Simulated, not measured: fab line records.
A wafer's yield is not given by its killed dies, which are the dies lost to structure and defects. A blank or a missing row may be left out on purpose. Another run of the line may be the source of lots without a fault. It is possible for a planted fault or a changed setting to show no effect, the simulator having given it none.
A struck lot beside a sound one | flow sky130 | 17 steps out of a route of 708
Sound: wafers L479.3, L479.4, L479.5. Wafers struck: L483.2, L483.3, L483.4. The cause is given at the end.
For every step that has rows: the tool of each side, followed by ch and its chambers, followed by its first start. Under that, the readings that differ: sound wafers | struck wafers | difference of the means | sigmas: that difference in standard deviations of wafers without a fault.
alike: readings whose means differ by less than 2 such deviations, and words and numbers that are the same on both sides. not compared: withheld readings, readings that some wafer has no value for, bounds like >300 that may hide the same value, and numbers for which the record gives no deviation and whose values overlap.
The two part at a step that has a row with sigmas, a row that says differs or no value, or rows on one side only. Numbers that have no deviation but don't overlap get no sigmas and don't part them. A reading that every wafer of one side lacks parts them only if that side has two wafers or more.

first, 1 step without rows for these wafers: SKY_VT_ADJUST_LVTN_IMPLANT_19.
SKY_VT_ADJUST_LVTN_STRIP_20: strips in O2/N2.
  sound on plasma asher-03 ch 0,1, day 10 05:16; struck on plasma asher-02 ch 0,1, day 11 14:14
  reading                      | sound             | struck            | difference | sigmas
  strip time to endpoint s (s) | 14.14 14.11 14.14 | 14.22 14.20 14.21 | +0.08      | +2
  alike: drypump motor current A, oes product au
  not compared: rf hours counter h
SKY_VT_ADJUST_LVTN_TW_MEAS_21:
  sound on film metro-04, day 10 05:21; struck on film metro-02, day 11 14:20
  alike: VT_ADJUST_LVTN_2_TW
then, 7 steps without rows for these wafers: SKY_VT_ADJUST_NCORE_DEHYDRATE_00 (time 60 s); SKY_VT_ADJUST_NCORE_HMDS_01 (prime time 60 s); SKY_VT_ADJUST_NCORE_COAT_02 (resist thk 1140 nm); SKY_VT_ADJUST_NCORE_SOFTBAKE_03 (time 60 s); SKY_VT_ADJUST_NCORE_EXPOSE_04 (exposes mask LVTN COMPLEMENT THIN, target cd 380 nm); SKY_VT_ADJUST_NCORE_PEB_05; SKY_VT_ADJUST_NCORE_DEVELOP_06 (develop time 60 s).
SKY_VT_ADJUST_NCORE_CD_MEAS_07 targets a cd of 380 nm.
  sound on cd sem-01, day 11 03:50; struck on cd sem-02, day 12 14:27
  alike: cd nm
SKY_VT_ADJUST_NCORE_OVL_MEAS_08:
  sound on overlay-02, day 11 03:56; struck on overlay-02, day 12 14:34
  alike: VT_ADJUST_NCORE_OVL
SKY_VT_ADJUST_NCORE_IMPLANT_09:
  sound on implanter-01 ch 0, day 11 04:00; struck on implanter-01 ch 0, day 12 14:37
  reading            | sound                            | struck                          | difference | sigmas
  dose ions cm2      | 2.3967e+12 2.3983e+12 2.3981e+12 | 2.078e+12 2.0757e+12 2.0773e+12 | -3.207e+11 | -99 or more
  faraday current uA | 13.78 13.80 13.21                | 11.81 11.89 12.22               | -1.62      | -6
SKY_VT_ADJUST_NCORE_STRIP_10: strips in O2/N2.
  sound on plasma asher-04 ch 0,1, day 11 04:08; struck on plasma asher-02 ch 0,1, day 12 14:44
  reading                      | sound             | struck            | difference | sigmas
  strip time to endpoint s (s) | 14.19 14.19 14.21 | 14.15 14.12 14.08 | -0.08      | -2
  alike: drypump motor current A, oes product au
  not compared: rf hours counter h
SKY_VT_ADJUST_NCORE_TW_MEAS_11:
  sound on film metro-03, day 11 04:13; struck on film metro-01, day 12 14:51
  reading            | sound             | struck            | difference | sigmas
  VT_ADJUST_NCORE_TW | 220.6 220.4 221.6 | 213.0 212.1 212.4 | -8.4       | -9
then, 1 step without rows for these wafers: SKY_VT_ADJUST_HVTR_DEHYDRATE_00 (time 60 s).
-- record jumps: 36 days separate the struck wafers' starts on either side; left off in module VT_ADJUST_HVTR, taken up again in module PAD_OPEN, whose first shown step is the route's number 708 --
SKY_PAD_OPEN_PROBE_99:
  sound on prober-01, day 47 21:40; struck on prober-02, day 49 01:07
  reading                                    | sound                        | struck                        | difference | sigmas
  model.etest.nfet_16v.r on ohm um           | 1.415e+04 1.406e+04 1.44e+04 | 1.341e+04 1.354e+04 1.343e+04 | -7.433e+02 |
  model.etest.pfet g5v0d10v5.r on ohm um     | 4856 4778 4910               | 4933 4990 4976                | +118       |
  model.etest.res pwell under gate.rs ohm sq | 2278 2290 2273               | 2320 2326 2327                | +44        |
  model.etest.nfet g5v0d10v5.r on ohm um     | 1911 1901 1937               | 1862 1863 1857                | -56        |
  model.etest.pfet g5v0d10v5.drive ua um     | 334.6 342.7 333.6            | 326.1 321.5 322.9             | -13.5      |
  model.etest.pfet_16v.drive ua um           | 245.3 246.6 238.4            | 234.2 233.4 232.9             | -9.9       |
  model.etest.nfet_16v.drive ua um           | 216.5 217.1 215.2            | 228.9 223.9 227               | +10.3      |
  alike: killed_at_M0_to_M3, killed_at_M4_up, killed at contacts, killed at front end, killed at other, killed dies, killed open, killed short
  not compared: model.etest.nfet g5v0d10v5.drive ua um

== WHERE THEY PART ==
Earliest at SKY_VT_ADJUST_LVTN_STRIP_20; latest, in this record, at SKY_VT_ADJUST_NCORE_TW_MEAS_11. Later steps at which nothing parts them and some readings are alike: SKY_PAD_OPEN_PROBE_99.

WHY: what the simulator had put in
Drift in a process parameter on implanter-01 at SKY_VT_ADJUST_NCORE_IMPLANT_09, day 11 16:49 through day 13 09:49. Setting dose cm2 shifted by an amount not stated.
